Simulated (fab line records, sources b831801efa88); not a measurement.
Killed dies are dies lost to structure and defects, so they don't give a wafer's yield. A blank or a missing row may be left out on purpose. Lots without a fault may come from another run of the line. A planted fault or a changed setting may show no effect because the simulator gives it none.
Which tool did it? | flow sky130 | 11 lots, 33 wafers sampled, at 5 steps of a route of 708

WHAT THE GAUGES READ, wafer by wafer
SKY_VIA4_OVL_MEAS_11. Usual: VIA4_OVL 1.1 nm, standard deviation 1.3.
lot  | measured     | on         | VIA4_OVL (nm) | flag
L279 | day 42 19:47 | overlay-01 | 0.8 1.0 0.6   |
L280 | day 43 02:10 | overlay-01 | 0.6 -0.7 -0.2 |
L281 | day 43 11:07 | overlay-02 | 1.1 1.1 1.7   |
L282 | day 43 20:12 | overlay-01 | 1.9 0.5 2.1   |
L284 | day 44 10:00 | overlay-02 | 3.8 2.0 1.6   |
L287 | day 45 05:34 | overlay-01 | 1.7 1.3 0.2   |
L290 | day 46 00:42 | overlay-01 | 1.2 2.1 0.9   |
L291 | day 46 11:07 | overlay-02 | 2.4 1.4 1.4   |
L294 | day 47 01:51 | overlay-02 | 0.2 1.3 2.4   |
L293 | day 47 03:44 | overlay-01 | 3.9 2.7 1.7   |
L298 | day 47 22:48 | overlay-02 | 0.4 1.0 1.2   |

SKY_VIA4_RS_MEAS_19: measures by four-point-probe. Usual: VIA4_W_RS 0.2267 ohm/sq, standard deviation 0.003.
lot  | measured     | on            | VIA4_W_RS (ohm/sq)   | flag
L279 | day 42 20:44 | film_metro-04 | 0.2224 0.2241 0.2239 |
L280 | day 43 03:13 | film_metro-01 | 0.2274 0.2269 0.2268 |
L281 | day 43 12:02 | film_metro-04 | 0.2223 0.2244 0.2237 |
L282 | day 43 21:08 | film_metro-02 | 0.2289 0.2295 0.2236 |
L284 | day 44 10:56 | film_metro-02 | 0.2281 0.2242 0.2289 |
L287 | day 45 06:31 | film_metro-04 | 0.2266 0.2295 0.2264 |
L290 | day 46 01:38 | film_metro-02 | 0.2348 0.2291 0.2334 |
L291 | day 46 12:07 | film_metro-04 | 0.2275 0.2277 0.2357 |
L294 | day 47 02:46 | film_metro-01 | 0.2277 0.2273 0.2262 |
L293 | day 47 04:40 | film_metro-04 | 0.2266 0.2322 0.2314 |
L298 | day 48 00:12 | film_metro-02 | 0.2312 0.2284 0.2285 |

WHICH TOOL RAN EACH LOT (tool, then ch and the chambers of the sampled wafers, then the start)
lot  | SKY_METAL3_DESCUM_15              | SKY_METAL3_ETCH_17                 | SKY_VIA4_CVD_18
L279 | rie_metal-04 ch 0,1, day 38 13:02 | rie_diel-03 ch 2,3, day 38 13:09   | cvd_w-01 ch 0,1, day 42 20:35
L280 | rie_metal-01 ch 1, day 38 20:06   | rie_diel-02 ch 1,2,3, day 38 20:22 | cvd_w-01 ch 0,1, day 43 03:04
L281 | rie_metal-04 ch 0,1, day 39 04:59 | rie_diel-04 ch 0,2,3, day 39 05:07 | cvd_w-02 ch 0,1, day 43 11:53
L282 | rie_metal-04 ch 0,1, day 39 16:07 | rie_diel-02 ch 2,3, day 39 16:15   | cvd_w-02 ch 0,1, day 43 20:58
L284 | rie_metal-01 ch 0,1, day 40 06:43 | rie_diel-02 ch 0,1,2, day 40 06:51 | cvd_w-01 ch 0,1, day 44 10:46
L287 | rie_metal-02 ch 0,1, day 41 04:40 | rie_diel-04 ch 2,3, day 41 04:48   | cvd_w-01 ch 0,1, day 45 06:22
L290 | rie_metal-04 ch 0,1, day 42 01:08 | rie_diel-03 ch 1,2,3, day 42 01:16 | cvd_w-02 ch 0,1, day 46 01:28
L291 | rie_metal-01 ch 0,1, day 42 15:01 | rie_diel-02 ch 0,1,2, day 42 15:11 | cvd_w-02 ch 0,1, day 46 11:57
L294 | rie_metal-01 ch 0,1, day 43 03:36 | rie_diel-04 ch 0,1, day 43 03:44   | cvd_w-01 ch 0, day 47 02:37
L293 | rie_metal-02 ch 0,1, day 43 07:23 | rie_diel-03 ch 0,1,3, day 43 07:31 | cvd_w-01 ch 0,1, day 47 04:29
L298 | rie_metal-01 ch 0,1, day 44 05:31 | rie_diel-02 ch 1,2,3, day 44 05:39 | cvd_w-01 ch 0,1, day 48 00:02
- SKY_METAL3_DESCUM_15: chemistry O2, time 8 s.
- SKY_METAL3_ETCH_17: etches SiO2 in C4F8/O2/Ar, stops on TiN, time 3.9 s, target depth 15 nm.
- SKY_VIA4_CVD_18: deposits W, target thk 505 nm, time 152.14 s.

WHAT THE TOOLS THEMSELVES READ (means of the sampled wafers that have a number; where no wafer has one, the mark that the record gives instead)
SKY_METAL3_DESCUM_15. Usual: drypump_motor_current_A 5.5 A, standard deviation 0.41; oes_product_au 1.002 a.u., standard deviation 0.0092.
lot  | tool         | drypump_motor_current_A (A) | oes_product_au (a.u.) | flag
L279 | rie_metal-04 | 5.8                         | 1.003                 |
L280 | rie_metal-01 | 6.0                         | 1.003                 |
L281 | rie_metal-04 | 5.8                         | 1.005                 |
L282 | rie_metal-04 | 5.8                         | 1.017                 |
L284 | rie_metal-01 | 5.4                         | 1.004                 |
L287 | rie_metal-02 | 5.1                         | 1.002                 |
L290 | rie_metal-04 | 5.8                         | 1.003                 |
L291 | rie_metal-01 | 5.4                         | 1.002                 |
L294 | rie_metal-01 | 5.7                         | 1.009                 |
L293 | rie_metal-02 | 5.3                         | 0.995                 |
L298 | rie_metal-01 | 5.4                         | 1.001                 |

SKY_METAL3_ETCH_17. Usual: oes_product_au 0.754 a.u., standard deviation 0.0065.
lot  | tool        | oes_product_au (a.u.) | flag
L279 | rie_diel-03 | 0.754                 |
L280 | rie_diel-02 | 0.746                 |
L281 | rie_diel-04 | 0.750                 |
L282 | rie_diel-02 | 0.763                 |
L284 | rie_diel-02 | 0.763                 |
L287 | rie_diel-04 | 0.754                 |
L290 | rie_diel-03 | 0.745                 |
L291 | rie_diel-02 | 0.751                 |
L294 | rie_diel-04 | 0.757                 |
L293 | rie_diel-03 | 0.749                 |
L298 | rie_diel-02 | 0.754                 |

SKY_VIA4_CVD_18. Usual: chamber_pressure_Torr 39.99 Torr, standard deviation 0.11; heater_power_w 816 W, standard deviation 29; susceptor_temp_C 399.99 C, standard deviation 0.23.
lot  | tool     | chamber_pressure_Torr (Torr) | heater_power_w (W) | susceptor_temp_C (C) | flag
L279 | cvd_w-01 | 39.95                        | 852                | 399.79               |
L280 | cvd_w-01 | 40.14                        | 855                | 399.93               |
L281 | cvd_w-02 | 39.91                        | 789                | 399.84               |
L282 | cvd_w-02 | 39.98                        | 789                | 400.14               |
L284 | cvd_w-01 | 39.93                        | 831                | 400.25               |
L287 | cvd_w-01 | 40.04                        | 833                | 399.90               |
L290 | cvd_w-02 | 39.91                        | 789                | 398.12               | OFF
L291 | cvd_w-02 | 40.06                        | 789                | 399.10               | OFF
L294 | cvd_w-01 | 40.13                        | 863                | 399.87               |
L293 | cvd_w-01 | 39.98                        | 839                | 400.03               |
L298 | cvd_w-01 | 39.98                        | 841                | 399.99               |

THE ANSWER, worked out from the rows above alone
Rule: a lot is off if the mean of its wafers that have a number lies more than 3 standard deviations from the usual mean. A lot without any number at a reading at which 4 lots or more have one is off too. The other lots that the step has rows for count as sound. The gauges are gone through in route order, then the tools' own readings, and for those a lot's mean is taken as printed above. The first step at which some lot is off is used, and at that step the reading that is off furthest; a lot without a number counts as furthest.
Off: L290, L291, at SKY_VIA4_CVD_18 (susceptor_temp_C).
A tool fits if, at that step or a process step before it, it ran every lot that is off, and no sound lot after the first of them. One fits: cvd_w-02 at SKY_VIA4_CVD_18. Its last sound lot is L282 (day 43 20:58), its first lot that is off L290 (day 46 01:28): a fault that began between those two fits.
The tool's own readings at SKY_VIA4_CVD_18 bear it out: on the lots that are off they differ by more than 5 times the standard deviation of the sound lots' means. susceptor_temp_C reads 398.61 C there against 399.97 C on the sound lots.

WHAT THE SIMULATOR HAD PUT IN
Process parameter drift: cvd_w-02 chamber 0, from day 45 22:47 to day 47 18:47, at SKY_VIA4_CVD_18. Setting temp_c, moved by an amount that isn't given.
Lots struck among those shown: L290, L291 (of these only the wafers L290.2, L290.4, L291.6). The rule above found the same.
